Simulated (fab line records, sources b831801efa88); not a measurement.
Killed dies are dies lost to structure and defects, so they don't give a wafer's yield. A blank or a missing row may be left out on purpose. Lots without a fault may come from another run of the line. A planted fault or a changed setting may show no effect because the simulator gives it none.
Which tool did it? | flow gf180mcu | 6 lots, 18 wafers sampled, at 2 steps of a route of 602

WHAT THE GAUGES READ, wafer by wafer
GF_HV_LDD_TW_MEAS_38.
lot  | measured     | on            | HV_LDD_3_TW
L849 | day 12 01:56 | film_metro-04 | 1454 1447 1456
L852 | day 12 22:44 | film_metro-02 | 1433 1428 1442
L854 | day 13 06:29 | film_metro-01 | 1466 1462 1466
L861 | day 15 18:31 | film_metro-01 | 1368 1368 1369
L868 | day 18 07:50 | film_metro-02 | 1439 1443 1434
L870 | day 19 00:02 | film_metro-04 | 1455 1455 1460

WHICH TOOL RAN EACH LOT (tool, then ch and the chambers of the sampled wafers, then the start)
lot  | GF_HV_LDD_IMPLANT_33
L849 | implanter-01 ch 0, day 12 01:16
L852 | implanter-01 ch 0, day 12 22:02
L854 | implanter-02 ch 0, day 13 05:49
L861 | implanter-04 ch 0, day 15 17:50
L868 | implanter-01 ch 0, day 18 07:08
L870 | implanter-02 ch 0, day 18 23:20
- GF_HV_LDD_IMPLANT_33

THE ANSWER, worked out from the rows above alone
Rule: what is usual is taken from the lots themselves. Put in order of their means at a reading, lots are off if they are a third of the lots or fewer, leave a main group of 4 or more, and stand apart from it by a gap of 3 or more times the standard deviation of the main group's means; of several such gaps the widest counts. A main group whose means are all the same, to the digits that the tables above print for the reading, isn't used. A lot without any number at a reading at which 4 lots or more have one is off too. The other lots that the step has rows for count as sound.
Off: L861, at GF_HV_LDD_TW_MEAS_38 (HV_LDD_3_TW). The main group: mean 1449, standard deviation 11.
A tool fits if, at a process step before that reading, it ran every lot that is off, and no sound lot after the first of them. The gauges at GF_HV_LDD_TW_MEAS_38 are tried like those tools. Can't be told from this: 2 tools fit, implanter-04 at GF_HV_LDD_IMPLANT_33, film_metro-01 at GF_HV_LDD_TW_MEAS_38.

WHAT THE SIMULATOR HAD PUT IN
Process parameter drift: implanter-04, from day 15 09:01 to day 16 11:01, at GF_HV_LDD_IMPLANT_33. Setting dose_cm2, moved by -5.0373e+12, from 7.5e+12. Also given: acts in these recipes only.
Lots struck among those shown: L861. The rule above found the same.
